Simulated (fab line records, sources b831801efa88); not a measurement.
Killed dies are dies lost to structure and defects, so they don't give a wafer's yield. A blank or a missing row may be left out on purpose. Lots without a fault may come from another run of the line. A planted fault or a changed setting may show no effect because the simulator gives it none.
A struck lot beside a sound one | flow sky130 | 18 steps out of a route of 708
Sound: wafers L200.2, L200.5, L200.6. Struck: wafer L216.4. (L216.6 of the same lot was not struck and is left out.) The cause comes at the end.
At each step with rows: each side's tool, then ch and its chambers, then its first start. Under that, the readings that differ: sound wafers | struck wafers | difference of the means | sigmas: that difference in standard deviations of wafers without a fault.
alike: readings whose means differ by less than 2 such deviations, and words and numbers that are the same on both sides. not compared: withheld readings, readings that some wafer has no value for, bounds like >300 that may hide the same value, and numbers for which the record gives no deviation and whose values overlap.
The two part at a step that has a row with sigmas, a row that says differs or no value, or rows on one side only. Numbers that don't overlap but have no deviation are shown without sigmas and don't part them. A reading that every wafer of one side lacks parts them only if that side has two wafers or more.

first, 1 step without rows for these wafers: SKY_VT_ADJUST_PCH_IMPLANT_08.
SKY_VT_ADJUST_PCH_STRIP_09: strips in O2/N2.
  sound on plasma_asher-02 ch 0,1, day 11 18:35; struck on plasma_asher-02 ch 1, day 16 16:56
  alike: drypump_motor_current_A, oes_product_au, strip_time_to_endpoint_s
  not compared: rf_hours_counter_h
SKY_VT_ADJUST_PCH_TW_MEAS_10:
  sound on film_metro-01, day 11 18:42; struck on film_metro-01, day 16 17:02
  alike: VT_ADJUST_PCH_TW
then, 7 steps without rows for these wafers: SKY_SONOS_TUNNEL_DEHYDRATE_00 (time 60 s); SKY_SONOS_TUNNEL_HMDS_01 (prime time 60 s); SKY_SONOS_TUNNEL_COAT_02 (resist thk 1140 nm); SKY_SONOS_TUNNEL_SOFTBAKE_03 (time 60 s); SKY_SONOS_TUNNEL_EXPOSE_04 (exposes mask TUNM, target cd 410 nm); SKY_SONOS_TUNNEL_PEB_05; SKY_SONOS_TUNNEL_DEVELOP_06 (develop time 60 s).
SKY_SONOS_TUNNEL_CD_MEAS_07: target cd 410 nm.
  sound on cd_sem-01, day 12 18:59; struck on cd_sem-01, day 17 22:17
  reading    | sound             | struck | difference | sigmas
  cd_nm (nm) | 410.4 408.3 409.7 | 405.2  | -4.3       | -2
SKY_SONOS_TUNNEL_OVL_MEAS_08:
  sound on overlay-01, day 12 19:05; struck on overlay-02, day 17 22:22
  alike: SONOS_TUNNEL_OVL
SKY_SONOS_TUNNEL_IMPLANT_09:
  sound on implanter-04 ch 0, day 12 19:08; struck on implanter-03 ch 0, day 17 22:27
  reading            | sound           | struck | difference | sigmas
  beam_on_s (s)      | 9.92 9.84 10.15 | 7.92   | -2.05      | -9
  faraday_current_uA | 5.68 5.72 5.57  | 7.14   | +1.48      | +12
  alike: end_station_pressure_torr
then, 2 steps without rows for these wafers: SKY_SONOS_TUNNEL_WET_ETCH_10 (etches SiO2 in dHF, target depth 14 nm, time 280 s); SKY_SONOS_TUNNEL_STRIP_11 (strips in SPM, time 600 s).
SKY_SONOS_TUNNEL_TW_MEAS_12:
  sound on film_metro-04, day 12 19:34; struck on film_metro-04, day 17 22:49
  reading         | sound             | struck | difference | sigmas
  SONOS_TUNNEL_TW | 199.1 199.8 197.7 | 186.8  | -12.1      | -11
then, 1 step without rows for these wafers: SKY_SONOS_TUNNEL_CLEAN_13 (cleans in dHF, time 20 s).
-- the record jumps here: 32 days lie between the struck wafers' starts before and after (it left off in module SONOS_TUNNEL and takes up again in module PAD_OPEN, whose first step shown is number 708 of the route) --
SKY_PAD_OPEN_PROBE_99:
  sound on prober-02, day 46 20:43; struck on prober-02, day 50 08:50
  reading             | sound    | struck | difference | sigmas
  killed_at_front_end | 18 15 17 | 8      | -9         | -2
  alike: killed_at_M0_to_M3, killed_at_M4_up, killed_at_contacts, killed_at_other, killed_dies, killed_open, killed_short
  not compared: model.etest.sonos_programmed.off_log10_a_um, model.etest.sonos_uncharged.vt_v

WHERE THEY PART
First at SKY_SONOS_TUNNEL_CD_MEAS_07; last, within this record, at SKY_PAD_OPEN_PROBE_99.

WHY: what the simulator had put in
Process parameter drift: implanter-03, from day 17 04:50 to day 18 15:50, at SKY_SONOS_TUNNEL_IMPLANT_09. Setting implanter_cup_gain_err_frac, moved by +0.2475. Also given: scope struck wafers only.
